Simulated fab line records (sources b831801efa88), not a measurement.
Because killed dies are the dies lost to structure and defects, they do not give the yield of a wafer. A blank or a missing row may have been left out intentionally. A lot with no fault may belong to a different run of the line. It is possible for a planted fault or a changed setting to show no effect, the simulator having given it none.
Which tool did it? ; flow gf180mcu ; 13 lots with 39 wafers sampled at 3 steps, on a route of 602 steps

== WHAT THE GAUGES SHOWED, per wafer ==
GF_PSD_TW_MEAS_11. Usual: for PSD_TW the level is 3194 and the standard deviation is 28.
lot;measured;on;PSD_TW;flag
L123;day 14 12:16;film-metro-03;3183 3185 3177;
L124;day 14 21:34;film-metro-01;3239 3216 3226;
L125;day 15 00:07;film-metro-02;3149 3144 3139;
L127;day 15 11:46;film-metro-01;3240 3223 3215;
L126;day 15 17:19;film-metro-03;3199 3213 3223;
L129;day 16 07:29;film-metro-01;3224 3225 3222;
L130;day 17 02:44;film-metro-03;3172 3189 3191;
L132;day 17 19:32;film-metro-01;3244 3243 3232;
L133;day 18 00:31;film-metro-03;3213 3203 3202;
L134;day 18 13:04;film-metro-02;3159 3164 3144;
L135;day 19 05:55;film-metro-01;3232 3228 3208;
L137;day 19 21:48;film-metro-01;3219 3202 3211;
L136;day 20 00:52;film-metro-02;3162 3163 3171;

GF_M3_CD_MEAS_14 targets a cd of 280 nm. Usual: cd-nm 279.7 nm, standard deviation 1.
lot;measured;on;cd-nm (nm);flag
L123;day 21 13:16;cd-sem-01;280.6 281.1 280.0;
L124;day 22 00:16;cd-sem-02;279.5 278.7 278.0;
L125;day 22 05:05;cd-sem-01;281.8 281.9 280.9;
L127;day 22 17:16;cd-sem-01;278.4 278.8 279.3;
L126;day 22 23:19;cd-sem-01;278.8 279.4 278.6;
L129;day 23 14:16;cd-sem-01;279.5 277.7 278.1;
L130;day 24 09:38;cd-sem-02;281.0 280.3 279.6;
L132;day 25 00:02;cd-sem-02;280.6 278.7 279.6;
L133;day 25 04:25;cd-sem-02;279.5 278.9 279.6;
L134;day 25 16:25;cd-sem-02;279.0 279.1 279.9;
L135;day 26 06:59;cd-sem-02;280.8 278.8 279.4;
L137;day 26 20:41;cd-sem-01;281.7 266.3 281.4;OFF
L136;day 26 23:22;cd-sem-01;267.5 279.5 279.8;OFF

== WHAT TOOL EACH LOT RAN ON (gives the tool, then ch and the chambers of the sampled wafers, and finally the start) ==
lot;GF_M3_EXPOSE_11
L123;krf-scanner-02 ch 0, day 21 01:58
L124;krf-scanner-01 ch 0, day 21 12:29
L125;krf-scanner-02 ch 0, day 21 17:25
L127;krf-scanner-02 ch 0, day 22 05:38
L126;krf-scanner-01 ch 0, day 22 11:38
L129;krf-scanner-02 ch 0, day 23 02:55
L130;krf-scanner-01 ch 0, day 23 22:25
L132;krf-scanner-02 ch 0, day 24 12:26
L133;krf-scanner-02 ch 0, day 24 18:07
L134;krf-scanner-01 ch 0, day 25 05:59
L135;krf-scanner-01 ch 0, day 25 21:08
L137;krf-scanner-02 ch 0, day 26 10:21
L136;krf-scanner-02 ch 0, day 26 12:58
- GF_M3_EXPOSE_11: exposes mask Metal3, target cd 280 nm.

== AS READ BY THE TOOLS THEMSELVES (means over the sampled wafers that have a number; for cases with no such wafer, the mark the record gives instead) ==
GF_M3_EXPOSE_11. Usual: focus-offset-nm 0.1 nm, standard deviation 0.5.
lot;tool;focus-offset-nm (nm);flag
L123;krf-scanner-02;0.4;
L124;krf-scanner-01;0.3;
L125;krf-scanner-02;0.5;
L127;krf-scanner-02;0.3;
L126;krf-scanner-01;0.6;
L129;krf-scanner-02;0.1;
L130;krf-scanner-01;-0.6;
L132;krf-scanner-02;0.1;
L133;krf-scanner-02;-0.3;
L134;krf-scanner-01;0.1;
L135;krf-scanner-01;0.1;
L137;krf-scanner-02;0.5;
L136;krf-scanner-02;-0.2;

== THE ANSWER, worked out from the rows above alone ==
Rule: a lot counts as off when the mean over its wafers that have a number is more than 3 standard deviations away from the usual mean. A lot without any number at a reading at which 4 lots or more have one is off too. All remaining lots with rows at the step are treated as sound. First the gauges in route order, then the tools' own readings, where a lot's mean is used as printed above. At the first step where some lot is off, the reading lying furthest off is the one used; lots without a number count as furthest.
Off: L137, L136 (GF_M3_CD_MEAS_14, cd-nm).
A tool fits if, at a process step before that reading, it ran every lot that is off, and no sound lot after the first of them. The gauges at GF_M3_CD_MEAS_14 are tried like those tools. Undecided on this evidence; 2 tools fit (krf-scanner-02 at GF_M3_EXPOSE_11, cd-sem-01 at GF_M3_CD_MEAS_14).

== WHAT THE SIMULATOR HAD INSERTED ==
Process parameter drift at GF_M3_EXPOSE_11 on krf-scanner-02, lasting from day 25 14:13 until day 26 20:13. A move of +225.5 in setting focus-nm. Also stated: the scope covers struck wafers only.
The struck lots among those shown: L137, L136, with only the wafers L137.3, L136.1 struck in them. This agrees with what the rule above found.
